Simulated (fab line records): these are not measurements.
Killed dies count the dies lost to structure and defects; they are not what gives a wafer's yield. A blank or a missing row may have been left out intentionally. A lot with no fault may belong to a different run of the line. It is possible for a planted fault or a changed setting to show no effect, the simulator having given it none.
fab line records :: flow sfqLine
record:
  lots: 6
  wafers: 18
  lastDay: 85
route steps=325 shown M6@255 I6@266
lots that met no fault: taken from a fault-free run of the same line
startH: hours from the record's first day to the start of the lot's first wafer shown :: waitH: time in hours since the lot's previous step :: " repeats the value in the row above :: L1.1+2: a single row standing in for several wafers :: - no value present, or no start provided :: * or withheld: withheld :: < > ~ a bound
route shown NAME@n: names a module that has steps shown in the file, with the first one's number in the route :: usual: mean and standard deviation over wafers with no fault :: same: alike in all rows :: chamber/n: place in a boat :: sites: the reading at each site :: _std_site: standard deviation across them :: _edge_site: inner sites' mean taken away from outer sites' mean :: radiusMm: how far each site lies from the wafer's centre :: mask NAME#n: copy n :: behind: the most recent tool/chamber to have shaped the wafer :: hold: what put the lot on hold/how long, in hours/how the hold closed :: device: which transistor (n, p or np) failed to switch :: end of line: the route-end tests of the same wafers :: a step with no rows: only its recipe :: killed: dies that structure and defects cost at the first sort, which is not the same as the wafer's yield :: map: dies across one wafer; x = killed, . = not, _ = none there
set.NAME: the setting as run; set.NAME@STEP: as run at that earlier step :: model.NAME: the simulator's own value behind a step, which no gauge read
a table for each step, a row for each wafer; lots at some steps of the route
services: a tool's chamber out of use, with start hour (startH, from the record's first day; less than 0 if before it), hours out, and reason
== steps ==
step: SFQ_TRILAYER_M6_LITHO_COAT_164
recipe:
  resist: BARC
  spinRpm: 3000
  resistThkNm: 62
step: SFQ_TRILAYER_M6_LITHO_COAT_159
recipe:
  resist: KrF
  spinRpm: 3000
  resistThkNm: 600
step: SFQ_TRILAYER_M6_LITHO_SOFTBAKE_163
recipe:
  tempC: withheld
  timeS: withheld
  resist: KrF
step: SFQ_TRILAYER_M6_LITHO_EXPOSE_160
recipe:
  maskId: M6
  na: 0.6
  sourceShape: conventional
  sigmaOuter: 0.65
  targetCdNm: 500
  doseMj: 14.4
step: SFQ_TRILAYER_M6_LITHO_PEB_162
recipe:
  pebTempC: 115
  pebTimeS: 60
  resist: KrF
step: SFQ_TRILAYER_M6_LITHO_DEVELOP_161
recipe:
  timeS: 60
  resist: KrF
step: SFQ_M6_OVL_MEAS_940
usual:
  M6_OVL: -3/6.1
lot.wafer: L191.4
tool: overlay-01
chamber: -
startH: 1483.40
waitH: 0.1
M6_OVL[nm]: 3

lot.wafer: L191.5
tool: overlay-01
chamber: -
startH: 1483.40
waitH: 0.1
M6_OVL[nm]: 8

lot.wafer: L191.6
tool: overlay-01
chamber: -
startH: 1483.40
waitH: 0.1
M6_OVL[nm]: -4

lot.wafer: L194.1
tool: overlay-02
chamber: -
startH: 1732.57
waitH: 0.1
M6_OVL[nm]: -11

lot.wafer: L194.3
tool: overlay-02
chamber: -
startH: 1732.57
waitH: 0.1
M6_OVL[nm]: -12

lot.wafer: L194.5
tool: overlay-02
chamber: -
startH: 1732.57
waitH: 0.1
M6_OVL[nm]: -6

lot.wafer: L196.3
tool: overlay-02
chamber: -
startH: 1734.99
waitH: 0.1
M6_OVL[nm]: -7

lot.wafer: L196.5
tool: overlay-02
chamber: -
startH: 1734.99
waitH: 0.1
M6_OVL[nm]: -5

lot.wafer: L196.6
tool: overlay-02
chamber: -
startH: 1734.99
waitH: 0.1
M6_OVL[nm]: -9

lot.wafer: L200.1
tool: overlay-02
chamber: -
startH: 1775.84
waitH: 0.1
M6_OVL[nm]: -7

lot.wafer: L200.4
tool: overlay-02
chamber: -
startH: 1775.84
waitH: 0.1
M6_OVL[nm]: -12

lot.wafer: L200.5
tool: overlay-02
chamber: -
startH: 1775.84
waitH: 0.1
M6_OVL[nm]: -8

lot.wafer: L201.1
tool: overlay-02
chamber: -
startH: 1845.20
waitH: 0.1
M6_OVL[nm]: 3

lot.wafer: L201.3
tool: overlay-02
chamber: -
startH: 1845.20
waitH: 0.1
M6_OVL[nm]: 7

lot.wafer: L201.5
tool: overlay-02
chamber: -
startH: 1845.20
waitH: 0.1
M6_OVL[nm]: 3

lot.wafer: L206.1
tool: overlay-02
chamber: -
startH: 1874.22
waitH: 0.1
M6_OVL[nm]: -1

lot.wafer: L206.3
tool: overlay-02
chamber: -
startH: 1874.22
waitH: 0.1
M6_OVL[nm]: -3

lot.wafer: L206.4
tool: overlay-02
chamber: -
startH: 1874.22
waitH: 0.1
M6_OVL[nm]: -13
step: SFQ_TRILAYER_M6_BARC_OPEN_METAL_ETCH_206
recipe:
  maskMaterial: PR
  chemistry: O2
  targetDepthNm: 125
  target: BARC
  icpW: 600
  biasW: 80
  pressureMtorr: 10
  timeS: 41.7
usual:
  drypumpMotorCurrentA: 5.76/0.26
  oesProductAu: 0.685/0.0045
lot.wafer: L191.4
tool: rieMetal-03
chamber: 1
startH: 1483.43
waitH: 0.0
drypumpMotorCurrentA: 6.06
oesProductAu: 0.678
rfHoursCounterH: -

lot.wafer: L191.5
tool: rieMetal-03
chamber: 1
startH: 1483.43
waitH: 0.0
drypumpMotorCurrentA: 6.08
oesProductAu: 0.686
rfHoursCounterH: -

lot.wafer: L191.6
tool: rieMetal-03
chamber: 0
startH: 1483.43
waitH: 0.0
drypumpMotorCurrentA: 5.56
oesProductAu: 0.683
rfHoursCounterH: -

lot.wafer: L194.1
tool: rieMetal-03
chamber: 1
startH: 1732.61
waitH: 0.0
drypumpMotorCurrentA: 6.05
oesProductAu: 0.686
rfHoursCounterH: 48

lot.wafer: L194.3
tool: rieMetal-03
chamber: 0
startH: 1732.61
waitH: 0.0
drypumpMotorCurrentA: 5.53
oesProductAu: 0.685
rfHoursCounterH: -

lot.wafer: L194.5
tool: rieMetal-03
chamber: 1
startH: 1732.61
waitH: 0.0
drypumpMotorCurrentA: 6.07
oesProductAu: 0.681
rfHoursCounterH: -

lot.wafer: L196.3
tool: rieMetal-01
chamber: 1
startH: 1735.03
waitH: 0.0
drypumpMotorCurrentA: 5.97
oesProductAu: 0.687
rfHoursCounterH: -

lot.wafer: L196.5
tool: rieMetal-01
chamber: 0
startH: 1735.03
waitH: 0.0
drypumpMotorCurrentA: 5.67
oesProductAu: 0.686
rfHoursCounterH: -

lot.wafer: L196.6
tool: rieMetal-01
chamber: 1
startH: 1735.03
waitH: 0.0
drypumpMotorCurrentA: 5.99
oesProductAu: 0.682
rfHoursCounterH: -

lot.wafer: L200.1
tool: rieMetal-01
chamber: 1
startH: 1775.88
waitH: 0.0
drypumpMotorCurrentA: 5.93
oesProductAu: 0.681
rfHoursCounterH: 140

lot.wafer: L200.4
tool: rieMetal-01
chamber: 0
startH: 1775.88
waitH: 0.0
drypumpMotorCurrentA: 5.66
oesProductAu: 0.682
rfHoursCounterH: -

lot.wafer: L200.5
tool: rieMetal-01
chamber: 1
startH: 1775.88
waitH: 0.0
drypumpMotorCurrentA: 5.96
oesProductAu: 0.695
rfHoursCounterH: -

lot.wafer: L201.1
tool: rieMetal-01
chamber: 1
startH: 1845.23
waitH: 0.0
drypumpMotorCurrentA: 5.97
oesProductAu: 0.680
rfHoursCounterH: 152

lot.wafer: L201.3
tool: rieMetal-01
chamber: 0
startH: 1845.23
waitH: 0.0
drypumpMotorCurrentA: 5.63
oesProductAu: 0.683
rfHoursCounterH: -

lot.wafer: L201.5
tool: rieMetal-01
chamber: 0
startH: 1845.23
waitH: 0.0
drypumpMotorCurrentA: 5.67
oesProductAu: 0.683
rfHoursCounterH: -

lot.wafer: L206.1
tool: rieMetal-03
chamber: 1
startH: 1874.36
waitH: 0.1
drypumpMotorCurrentA: 6.07
oesProductAu: 0.681
rfHoursCounterH: 78

lot.wafer: L206.3
tool: rieMetal-03
chamber: 1
startH: 1874.36
waitH: 0.1
drypumpMotorCurrentA: 6.10
oesProductAu: 0.697
rfHoursCounterH: -

lot.wafer: L206.4
tool: rieMetal-03
chamber: 0
startH: 1874.36
waitH: 0.1
drypumpMotorCurrentA: 5.58
oesProductAu: 0.689
rfHoursCounterH: -
step: SFQ_TRILAYER_M6_ETCH_METAL_ETCH_162
recipe:
  target: Nb
  stopOn: SiO2
  maskMaterial: PR
  chemistry: Cl2/Ar
  targetDepthNm: 240
  icpW: 600
  biasW: 80
  pressureMtorr: 10
  timeS: 120
usual:
  drypumpMotorCurrentA: 5.76/0.26
  oesProductAu: 0.892/0.0062
lot.wafer: L191.4
tool: rieMetal-03
chamber: 1
startH: 1483.51
waitH: 0.1
drypumpMotorCurrentA: 6.13
oesProductAu: 0.891
rfHoursCounterH: -

lot.wafer: L191.5
tool: rieMetal-03
chamber: 1
startH: 1483.51
waitH: 0.1
drypumpMotorCurrentA: 6.11
oesProductAu: 0.887
rfHoursCounterH: -

lot.wafer: L191.6
tool: rieMetal-03
chamber: 0
startH: 1483.51
waitH: 0.1
drypumpMotorCurrentA: 5.56
oesProductAu: 0.892
rfHoursCounterH: -

lot.wafer: L194.1
tool: rieMetal-03
chamber: 1
startH: 1732.67
waitH: 0.0
drypumpMotorCurrentA: 6.08
oesProductAu: 0.892
rfHoursCounterH: 48

lot.wafer: L194.3
tool: rieMetal-03
chamber: 0
startH: 1732.67
waitH: 0.0
drypumpMotorCurrentA: 5.58
oesProductAu: 0.888
rfHoursCounterH: -

lot.wafer: L194.5
tool: rieMetal-03
chamber: 1
startH: 1732.67
waitH: 0.0
drypumpMotorCurrentA: 6.10
oesProductAu: 0.886
rfHoursCounterH: -

lot.wafer: L196.3
tool: rieMetal-01
chamber: 1
startH: 1735.11
waitH: 0.1
drypumpMotorCurrentA: 5.98
oesProductAu: 0.901
rfHoursCounterH: -

lot.wafer: L196.5
tool: rieMetal-01
chamber: 0
startH: 1735.11
waitH: 0.1
drypumpMotorCurrentA: 5.65
oesProductAu: 0.890
rfHoursCounterH: -

lot.wafer: L196.6
tool: rieMetal-01
chamber: 1
startH: 1735.11
waitH: 0.1
drypumpMotorCurrentA: 6.00
oesProductAu: 0.902
rfHoursCounterH: -

lot.wafer: L200.1
tool: rieMetal-01
chamber: 1
startH: 1775.94
waitH: 0.0
drypumpMotorCurrentA: 5.97
oesProductAu: 0.902
rfHoursCounterH: 140

lot.wafer: L200.4
tool: rieMetal-01
chamber: 0
startH: 1775.94
waitH: 0.0
drypumpMotorCurrentA: 5.66
oesProductAu: 0.892
rfHoursCounterH: -

lot.wafer: L200.5
tool: rieMetal-01
chamber: 1
startH: 1775.94
waitH: 0.0
drypumpMotorCurrentA: 5.98
oesProductAu: 0.887
rfHoursCounterH: -

lot.wafer: L201.1
tool: rieMetal-01
chamber: 1
startH: 1845.29
waitH: 0.0
drypumpMotorCurrentA: 5.96
oesProductAu: 0.898
rfHoursCounterH: 152

lot.wafer: L201.3
tool: rieMetal-01
chamber: 0
startH: 1845.29
waitH: 0.0
drypumpMotorCurrentA: 5.66
oesProductAu: 0.892
rfHoursCounterH: -

lot.wafer: L201.5
tool: rieMetal-01
chamber: 0
startH: 1845.29
waitH: 0.0
drypumpMotorCurrentA: 5.65
oesProductAu: 0.910
rfHoursCounterH: -

lot.wafer: L206.1
tool: rieMetal-03
chamber: 1
startH: 1874.42
waitH: 0.0
drypumpMotorCurrentA: 6.12
oesProductAu: 0.902
rfHoursCounterH: 78

lot.wafer: L206.3
tool: rieMetal-03
chamber: 1
startH: 1874.42
waitH: 0.0
drypumpMotorCurrentA: 6.11
oesProductAu: 0.893
rfHoursCounterH: -

lot.wafer: L206.4
tool: rieMetal-03
chamber: 0
startH: 1874.42
waitH: 0.0
drypumpMotorCurrentA: 5.54
oesProductAu: 0.882
rfHoursCounterH: -
step: SFQ_TRILAYER_M6_STRIP_STRIP_163
recipe:
  gas: O2
  powerW: 200
  platenTempC: 40
  overashFraction: 0.65
  chemistry: O2
  pressureMtorr: 50
usual:
  drypumpMotorCurrentA: 5.77/0.26
  oesProductAu: 1.000/0.0091
lot.wafer: L191.4
tool: rieMetal-03
chamber: 1
startH: 1483.80
waitH: 0.2
drypumpMotorCurrentA: 6.14
oesProductAu: 1.008
rfHoursCounterH: -

lot.wafer: L191.5
tool: rieMetal-03
chamber: 1
startH: 1483.80
waitH: 0.2
drypumpMotorCurrentA: 6.12
oesProductAu: 1.008
rfHoursCounterH: -

lot.wafer: L191.6
tool: rieMetal-03
chamber: 0
startH: 1483.80
waitH: 0.2
drypumpMotorCurrentA: 5.52
oesProductAu: 1.011
rfHoursCounterH: -

lot.wafer: L194.1
tool: rieMetal-03
chamber: 1
startH: 1732.79
waitH: 0.1
drypumpMotorCurrentA: 6.10
oesProductAu: 0.999
rfHoursCounterH: 48

lot.wafer: L194.3
tool: rieMetal-03
chamber: 0
startH: 1732.79
waitH: 0.1
drypumpMotorCurrentA: 5.57
oesProductAu: 1.002
rfHoursCounterH: -

lot.wafer: L194.5
tool: rieMetal-03
chamber: 1
startH: 1732.79
waitH: 0.1
drypumpMotorCurrentA: 6.13
oesProductAu: 0.997
rfHoursCounterH: -

lot.wafer: L196.3
tool: rieMetal-01
chamber: 1
startH: 1735.39
waitH: 0.2
drypumpMotorCurrentA: 5.95
oesProductAu: 1.001
rfHoursCounterH: -

lot.wafer: L196.5
tool: rieMetal-01
chamber: 0
startH: 1735.39
waitH: 0.2
drypumpMotorCurrentA: 5.62
oesProductAu: 0.986
rfHoursCounterH: -

lot.wafer: L196.6
tool: rieMetal-01
chamber: 1
startH: 1735.39
waitH: 0.2
drypumpMotorCurrentA: 5.94
oesProductAu: 0.992
rfHoursCounterH: -

lot.wafer: L200.1
tool: rieMetal-01
chamber: 1
startH: 1776.06
waitH: 0.1
drypumpMotorCurrentA: 5.95
oesProductAu: 0.988
rfHoursCounterH: 140

lot.wafer: L200.4
tool: rieMetal-01
chamber: 0
startH: 1776.06
waitH: 0.1
drypumpMotorCurrentA: 5.68
oesProductAu: 0.978
rfHoursCounterH: -

lot.wafer: L200.5
tool: rieMetal-01
chamber: 1
startH: 1776.06
waitH: 0.1
drypumpMotorCurrentA: 5.94
oesProductAu: 1.010
rfHoursCounterH: -

lot.wafer: L201.1
tool: rieMetal-01
chamber: 1
startH: 1845.42
waitH: 0.1
drypumpMotorCurrentA: 5.99
oesProductAu: 0.986
rfHoursCounterH: 153

lot.wafer: L201.3
tool: rieMetal-01
chamber: 0
startH: 1845.42
waitH: 0.1
drypumpMotorCurrentA: 5.64
oesProductAu: 0.996
rfHoursCounterH: -

lot.wafer: L201.5
tool: rieMetal-01
chamber: 0
startH: 1845.42
waitH: 0.1
drypumpMotorCurrentA: 5.66
oesProductAu: 0.973
rfHoursCounterH: -

lot.wafer: L206.1
tool: rieMetal-03
chamber: 1
startH: 1874.54
waitH: 0.1
drypumpMotorCurrentA: 6.09
oesProductAu: 0.993
rfHoursCounterH: 78

lot.wafer: L206.3
tool: rieMetal-03
chamber: 1
startH: 1874.54
waitH: 0.1
drypumpMotorCurrentA: 6.09
oesProductAu: 1.005
rfHoursCounterH: -

lot.wafer: L206.4
tool: rieMetal-03
chamber: 0
startH: 1874.54
waitH: 0.1
drypumpMotorCurrentA: 5.55
oesProductAu: 1.000
rfHoursCounterH: -
step: SFQ_TRILAYER_M6_STRIP_SOLV_CLEAN_164
recipe:
  chemistry: NMP
  tempC: 70
  timeS: 600
step: SFQ_TRILAYER_I6_DEP_PECVD_165
recipe:
  material: SiO2
  tempC: 150
  timeS: 111.11
  pressureTorr: 2.4
  rfW: 183.3
  precursor: SiH4/N2O
  targetThkNm: 500
usual:
  heaterPowerW: 85/19
  runLengthS: 138.9/0.46
  throttleValvePct: 24.7/1.4
lot.wafer: L191.4
tool: pecvd-03
chamber: 1
startH: 1484.41
waitH: 0.0
heaterPowerW: 87
runLengthS: 138.8
sinceWetCleanH: -
throttleValvePct: 23.8
model.SiO2_of_TRILAYER_I6_DEP_PECVD_165.thkNm: 512.4

lot.wafer: L191.5
tool: pecvd-03
chamber: 0
startH: 1484.41
waitH: 0.0
heaterPowerW: 58
runLengthS: 138.5
sinceWetCleanH: -
throttleValvePct: 24.0
model.SiO2_of_TRILAYER_I6_DEP_PECVD_165.thkNm: 508.5

lot.wafer: L191.6
tool: pecvd-03
chamber: 2
startH: 1484.41
waitH: 0.0
heaterPowerW: 85
runLengthS: 139.3
sinceWetCleanH: -
throttleValvePct: 23.0
model.SiO2_of_TRILAYER_I6_DEP_PECVD_165.thkNm: 505.6

lot.wafer: L194.1
tool: pecvd-01
chamber: 1
startH: 1733.57
waitH: 0.0
heaterPowerW: 112
runLengthS: 132.0
sinceWetCleanH: 786
throttleValvePct: 24.1
model.SiO2_of_TRILAYER_I6_DEP_PECVD_165.thkNm: 465.5

lot.wafer: L194.3
tool: pecvd-01
chamber: 2
startH: 1733.57
waitH: 0.0
heaterPowerW: 76
runLengthS: 138.8
sinceWetCleanH: 786
throttleValvePct: 27.2
model.SiO2_of_TRILAYER_I6_DEP_PECVD_165.thkNm: 492.2

lot.wafer: L194.5
tool: pecvd-01
chamber: 2
startH: 1733.57
waitH: 0.0
heaterPowerW: 82
runLengthS: 139.2
sinceWetCleanH: -
throttleValvePct: 27.3
model.SiO2_of_TRILAYER_I6_DEP_PECVD_165.thkNm: 505.1

lot.wafer: L196.3
tool: pecvd-01
chamber: 0
startH: 1735.97
waitH: 0.0
heaterPowerW: 67
runLengthS: 138.3
sinceWetCleanH: 789
throttleValvePct: 23.7
model.SiO2_of_TRILAYER_I6_DEP_PECVD_165.thkNm: 496.9

lot.wafer: L196.5
tool: pecvd-01
chamber: 1
startH: 1735.97
waitH: 0.0
heaterPowerW: 115
runLengthS: 132.3
sinceWetCleanH: -
throttleValvePct: 24.2
model.SiO2_of_TRILAYER_I6_DEP_PECVD_165.thkNm: 478.8

lot.wafer: L196.6
tool: pecvd-01
chamber: 2
startH: 1735.97
waitH: 0.0
heaterPowerW: 83
runLengthS: 138.6
sinceWetCleanH: -
throttleValvePct: 27.4
model.SiO2_of_TRILAYER_I6_DEP_PECVD_165.thkNm: 510.8

lot.wafer: L200.1
tool: pecvd-02
chamber: 1
startH: 1776.84
waitH: 0.0
heaterPowerW: 113
runLengthS: 137.7
sinceWetCleanH: 1199
throttleValvePct: 26.0
model.SiO2_of_TRILAYER_I6_DEP_PECVD_165.thkNm: 501.3

lot.wafer: L200.4
tool: pecvd-02
chamber: 1
startH: 1776.84
waitH: 0.0
heaterPowerW: 113
runLengthS: 137.7
sinceWetCleanH: -
throttleValvePct: 26.2
model.SiO2_of_TRILAYER_I6_DEP_PECVD_165.thkNm: 512.4

lot.wafer: L200.5
tool: pecvd-02
chamber: 0
startH: 1776.84
waitH: 0.0
heaterPowerW: 101
runLengthS: 139.3
sinceWetCleanH: -
throttleValvePct: 24.5
model.SiO2_of_TRILAYER_I6_DEP_PECVD_165.thkNm: 507.3

lot.wafer: L201.1
tool: pecvd-03
chamber: 0
startH: 1846.19
waitH: 0.0
heaterPowerW: 68
runLengthS: 138.6
sinceWetCleanH: 515
throttleValvePct: 25.1
model.SiO2_of_TRILAYER_I6_DEP_PECVD_165.thkNm: 490.9

lot.wafer: L201.3
tool: pecvd-03
chamber: 1
startH: 1846.19
waitH: 0.0
heaterPowerW: 85
runLengthS: 139.0
sinceWetCleanH: 515
throttleValvePct: 24.8
model.SiO2_of_TRILAYER_I6_DEP_PECVD_165.thkNm: 504.3

lot.wafer: L201.5
tool: pecvd-03
chamber: 0
startH: 1846.19
waitH: 0.0
heaterPowerW: 70
runLengthS: 138.6
sinceWetCleanH: -
throttleValvePct: 25.4
model.SiO2_of_TRILAYER_I6_DEP_PECVD_165.thkNm: 502.2

lot.wafer: L206.1
tool: pecvd-01
chamber: 0
startH: 1875.32
waitH: 0.0
heaterPowerW: 68
runLengthS: 138.5
sinceWetCleanH: 928
throttleValvePct: 24.1
model.SiO2_of_TRILAYER_I6_DEP_PECVD_165.thkNm: 491.7

lot.wafer: L206.3
tool: pecvd-01
chamber: 1
startH: 1875.32
waitH: 0.0
heaterPowerW: 104
runLengthS: 139.3
sinceWetCleanH: 928
throttleValvePct: 24.5
model.SiO2_of_TRILAYER_I6_DEP_PECVD_165.thkNm: 491.7

lot.wafer: L206.4
tool: pecvd-01
chamber: 0
startH: 1875.32
waitH: 0.0
heaterPowerW: 72
runLengthS: 138.5
sinceWetCleanH: -
throttleValvePct: 23.8
model.SiO2_of_TRILAYER_I6_DEP_PECVD_165.thkNm: 497.3
step: SFQ_TRILAYER_I6_CMP_CMP_166
recipe:
  material: SiO2
  downForcePsi: 3
  platenRpm: 60
  padVelocityMS: 0.94248
usual:
  motorCurrentA: 10.0/1.1
  timeToEndpointS: 215/7.9
lot.wafer: L191.4
tool: cmp-02
chamber: 3
startH: 1497.07
waitH: 12.6
motorCurrentA: 8.1
timeToEndpointS: 216

lot.wafer: L191.6
tool: cmp-02
chamber: 3
startH: 1499.07
waitH: 14.6
motorCurrentA: 8.7
timeToEndpointS: 210

lot.wafer: L191.5
tool: cmp-02
chamber: 0
startH: 1499.07
waitH: 14.6
motorCurrentA: 10.2
timeToEndpointS: 209

lot.wafer: L194.3
tool: cmp-01
chamber: 3
startH: 1734.85
waitH: 1.2
motorCurrentA: 10.9
timeToEndpointS: 208

lot.wafer: L194.1
tool: cmp-01
chamber: 2
startH: 1736.35
waitH: 2.7
motorCurrentA: 11.7
timeToEndpointS: 189

lot.wafer: L194.5
tool: cmp-01
chamber: 3
startH: 1736.35
waitH: 2.7
motorCurrentA: 11.3
timeToEndpointS: 217

lot.wafer: L196.3
tool: cmp-02
chamber: 1
startH: 1744.23
waitH: 8.2
motorCurrentA: 9.8
timeToEndpointS: 212

lot.wafer: L196.5
tool: cmp-02
chamber: 3
startH: 1745.23
waitH: 9.2
motorCurrentA: 8.3
timeToEndpointS: 188

lot.wafer: L196.6
tool: cmp-02
chamber: 0
startH: 1745.23
waitH: 9.2
motorCurrentA: 10.5
timeToEndpointS: 216

lot.wafer: L200.1
tool: cmp-01
chamber: 2
startH: 1778.64
waitH: 1.8
motorCurrentA: 11.7
timeToEndpointS: 212

lot.wafer: L200.4
tool: cmp-01
chamber: 0
startH: 1779.64
waitH: 2.7
motorCurrentA: 9.2
timeToEndpointS: 223

lot.wafer: L200.5
tool: cmp-01
chamber: 2
startH: 1780.64
waitH: 3.7
motorCurrentA: 11.4
timeToEndpointS: 218

lot.wafer: L201.3
tool: cmp-02
chamber: 3
startH: 1848.14
waitH: 1.9
motorCurrentA: 8.0
timeToEndpointS: 218

lot.wafer: L201.1
tool: cmp-02
chamber: 0
startH: 1848.14
waitH: 1.9
motorCurrentA: 10.7
timeToEndpointS: 202

lot.wafer: L201.5
tool: cmp-02
chamber: 0
startH: 1850.64
waitH: 4.4
motorCurrentA: 9.7
timeToEndpointS: 225

lot.wafer: L206.1
tool: cmp-02
chamber: 2
startH: 1884.14
waitH: 8.8
motorCurrentA: 10.6
timeToEndpointS: 206

lot.wafer: L206.3
tool: cmp-02
chamber: 3
startH: 1884.14
waitH: 8.8
motorCurrentA: 8.4
timeToEndpointS: 195

lot.wafer: L206.4
tool: cmp-02
chamber: 1
startH: 1885.64
waitH: 10.2
motorCurrentA: 9.5
timeToEndpointS: 209
step: SFQ_I6_BOW_MEAS_941
recipe:
  mode: bow
usual:
  I6_BOW: 5/9.3
lot.wafer: L191.4
tool: filmMetro-01
chamber: -
startH: 1500.13
waitH: 2.6
I6_BOW[um]: 5

lot.wafer: L191.5
tool: filmMetro-01
chamber: -
startH: 1500.13
waitH: 2.6
I6_BOW[um]: 5

lot.wafer: L191.6
tool: filmMetro-01
chamber: -
startH: 1500.13
waitH: 2.6
I6_BOW[um]: -3

lot.wafer: L194.1
tool: filmMetro-03
chamber: -
startH: 1737.85
waitH: 1.0
I6_BOW[um]: -1

lot.wafer: L194.3
tool: filmMetro-03
chamber: -
startH: 1737.85
waitH: 1.0
I6_BOW[um]: 10

lot.wafer: L194.5
tool: filmMetro-03
chamber: -
startH: 1737.85
waitH: 1.0
I6_BOW[um]: 19

lot.wafer: L196.3
tool: filmMetro-04
chamber: -
startH: 1746.27
waitH: 1.5
I6_BOW[um]: 2

lot.wafer: L196.5
tool: filmMetro-04
chamber: -
startH: 1746.27
waitH: 1.5
I6_BOW[um]: 17

lot.wafer: L196.6
tool: filmMetro-04
chamber: -
startH: 1746.27
waitH: 1.5
I6_BOW[um]: 24

lot.wafer: L200.1
tool: filmMetro-04
chamber: -
startH: 1781.64
waitH: 2.5
I6_BOW[um]: 6

lot.wafer: L200.4
tool: filmMetro-04
chamber: -
startH: 1781.64
waitH: 2.5
I6_BOW[um]: 17

lot.wafer: L200.5
tool: filmMetro-04
chamber: -
startH: 1781.64
waitH: 2.5
I6_BOW[um]: 8

lot.wafer: L201.1
tool: filmMetro-03
chamber: -
startH: 1851.14
waitH: 2.0
I6_BOW[um]: 7

lot.wafer: L201.3
tool: filmMetro-03
chamber: -
startH: 1851.14
waitH: 2.0
I6_BOW[um]: 7

lot.wafer: L201.5
tool: filmMetro-03
chamber: -
startH: 1851.14
waitH: 2.0
I6_BOW[um]: 24

lot.wafer: L206.1
tool: filmMetro-01
chamber: -
startH: 1887.14
waitH: 2.5
I6_BOW[um]: 14

lot.wafer: L206.3
tool: filmMetro-01
chamber: -
startH: 1887.14
waitH: 2.5
I6_BOW[um]: 11

lot.wafer: L206.4
tool: filmMetro-01
chamber: -
startH: 1887.14
waitH: 2.5
I6_BOW[um]: 11
== services ==
tool: cmp-01
chamber: -
startH: 1463.38
hours: 1.6
kind: repair

tool: cmp-02
chamber: -
startH: 1467.74
hours: 2.3
kind: repair

tool: cmp-01
chamber: -
startH: 1490.75
hours: 17.0
kind: pm

tool: cmp-01
chamber: -
startH: 1514.80
hours: 0.3
kind: repair

tool: rieMetal-03
chamber: -
startH: 1529.49
hours: 0.8
kind: repair

tool: pecvd-01
chamber: -
startH: 1531.83
hours: 2.8
kind: pm

tool: cmp-02
chamber: -
startH: 1539.07
hours: 3.7
kind: pm

tool: cmp-02
chamber: -
startH: 1551.83
hours: 3.7
kind: repair

tool: pecvd-01
chamber: -
startH: 1557.88
hours: 14.6
kind: pm

tool: rieMetal-01
chamber: -
startH: 1567.88
hours: 1.4
kind: pm

tool: pecvd-01
chamber: -
startH: 1579.11
hours: 0.9
kind: repair

tool: rieMetal-03
chamber: -
startH: 1631.47
hours: 14.8
kind: repair

tool: rieMetal-03
chamber: 1
startH: 1650.66
hours: 26.4
kind: repair

tool: rieMetal-01
chamber: -
startH: 1659.72
hours: 14.6
kind: pm

tool: pecvd-01
chamber: 2
startH: 1673.47
hours: 6.8
kind: repair

tool: cmp-02
chamber: -
startH: 1680.33
hours: 0.8
kind: repair

tool: pecvd-01
chamber: -
startH: 1681.46
hours: 0.8
kind: repair

tool: cmp-02
chamber: -
startH: 1686.45
hours: 4.8
kind: repair

tool: rieMetal-03
chamber: -
startH: 1691.30
hours: 1.4
kind: pm

tool: rieMetal-03
chamber: 0
startH: 1753.58
hours: 29.8
kind: repair

tool: cmp-02
chamber: -
startH: 1755.41
hours: 0.6
kind: repair

tool: cmp-02
chamber: -
startH: 1773.23
hours: 4.0
kind: pm

tool: cmp-02
chamber: -
startH: 1813.84
hours: 1.8
kind: repair

tool: pecvd-01
chamber: -
startH: 1838.73
hours: 1.2
kind: repair
== key ==
firstSign:
  step: SFQ_TRILAYER_I6_DEP_PECVD_165
  reading: runLengthS
  direction: down
  sigmas: 15
  usual: *
  struck: *
effect:
  step: SFQ_TRILAYER_I6_CMP_CMP_166
  reading: timeToEndpointS
  direction: down
  sigmas: 3.3
  usual: *
  struck: *
modelEffect:
  step: SFQ_TRILAYER_I6_DEP_PECVD_165
  value: SiO2_of_TRILAYER_I6_DEP_PECVD_165.thkNm
  without: 504.3
  struck: 472.1
metAt SFQ_TRILAYER_I6_DEP_PECVD_165
struckWafers L194.1,L196.5
fault:
  kind: processParameterDrift
  tool: pecvd-01
  chamber: 1
  onsetH: 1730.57
  steps: SFQ_TRILAYER_I6_DEP_PECVD_165
  channel: timeS
  offset: *
  shape: step
  endH: 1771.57
  actsIn: *
  stated: *
